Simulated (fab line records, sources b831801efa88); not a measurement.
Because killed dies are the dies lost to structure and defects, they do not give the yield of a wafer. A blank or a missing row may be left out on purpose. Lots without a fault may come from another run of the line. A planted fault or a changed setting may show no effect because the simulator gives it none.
Comparing a struck lot with a sound one | flow gf180mcu | 15 steps out of a route of 602
Sound: wafers L725.3, L725.4, L725.5. Struck: wafer L717.3 (left out: L717.4, L717.5 of the same lot, which were not struck); the cause appears at the end.
Order at every step that has rows: each side's tool, ch and its chambers, its first start. Under that, the readings that differ: sound wafers | struck wafers | difference of the means | sigmas: that difference in standard deviations of wafers without a fault.
alike: words and numbers the same on both sides, and readings whose means are apart by under 2 such deviations; not compared: readings that were withheld, readings missing a value for some wafer, numbers with overlapping values and no deviation given by the record, and bounds like >300 which may hide the same value.
The two part at a step that has a row with sigmas, a row that says differs or no value, or rows on one side only. When numbers do not overlap yet have no deviation, they are printed without sigmas and do not part them. Lack of a reading on every wafer of one side parts them only where that side has two or more wafers.

first, 4 steps without rows for these wafers: GF_V2_SOFTBAKE_10 (time 60 s); GF_V2_EXPOSE_11 (exposes mask Via2, target cd 260 nm); GF_V2_PEB_12 (peb time 90 s); GF_V2_DEVELOP_13 (develop time 60 s).
GF_V2_CD_MEAS_14 targets a cd of 260 nm.
  struck on cd_sem-02, day 24 22:40; sound on cd_sem-02, day 27 01:10
  reading    | sound             | struck | difference | sigmas
  cd_nm (nm) | 262.2 259.8 260.4 | 257.9  | -2.9       | -3
GF_V2_OVL_MEAS_15:
  struck on overlay-02, day 24 22:45; sound on overlay-01, day 27 01:15
  alike: V2_OVL
GF_V2_ETCH_16: etches BARC in N2/H2.
  sound on rie_diel-01 ch 0,1, day 27 01:17; struck on rie_diel-02 ch 1, day 24 22:47
  alike: drypump_motor_current_A, oes_product_au, throttle_valve_pct
GF_V2_ETCH_17: etches SiO2 in C4F8/O2/Ar, stops on TiN, target depth 630 nm.
  sound: rie_diel-01 ch 0,1; struck: rie_diel-02 ch 1
  alike: oes_product_au
GF_V2_STRIP_18: strips in O2/N2.
  sound on plasma_asher-03 ch 0,1, day 27 01:26; struck on plasma_asher-04 ch 0, day 24 22:56
  reading                     | sound             | struck | difference | sigmas
  drypump_motor_current_A (A) | 6.5 6.7 6.7       | 5.3    | -1.3       | -3
  oes_product_au (a.u.)       | 0.595 0.591 0.586 | 0.604  | +0.013     | +3
  alike: heater_power_w
  not compared: rf_hours_counter_h
then, 2 steps without rows for these wafers: GF_V2_STRIP_19 (strips in post etch residue remover, time 1200 s); GF_V2_CLEAN_20 (cleans in DIW).
GF_V2_SPUTTER_21: material Ti, target thk 15 nm, time 80.02 s.
  struck on pvd_sputter-04, day 24 23:30; sound on pvd_sputter-02, day 27 01:56
  alike: throttle_valve_pct
GF_V2_SPUTTER_22: material TiN, target thk 10 nm, time 40 s.
  struck on pvd_sputter-04, day 24 23:34; sound on pvd_sputter-02, day 27 02:00
  reading                                | sound             | struck | difference | sigmas
  model.TiN_of_V2_SPUTTER_22.thk_nm (nm) | 9.964 10.13 10.03 | 12.8   | +2.8       |
  alike: throttle_valve_pct
GF_V2_CVD_23: deposits W, target thk 350 nm, time 104.94 s.
  sound on cvd_w-02 ch 0,1, day 27 02:05; struck on cvd_w-01 ch 0, day 24 23:38
  reading            | sound       | struck | difference | sigmas
  heater_power_w (W) | 708 782 708 | 952    | +219       | +2
  alike: susceptor_temp_C
next, for these wafers, 1 step has no rows: GF_PASSIVATION_PROBE_99.

WHERE THEY PART
First at GF_V2_CD_MEAS_14; last, within this record, at GF_V2_CVD_23.

WHY: the cause the simulator had injected
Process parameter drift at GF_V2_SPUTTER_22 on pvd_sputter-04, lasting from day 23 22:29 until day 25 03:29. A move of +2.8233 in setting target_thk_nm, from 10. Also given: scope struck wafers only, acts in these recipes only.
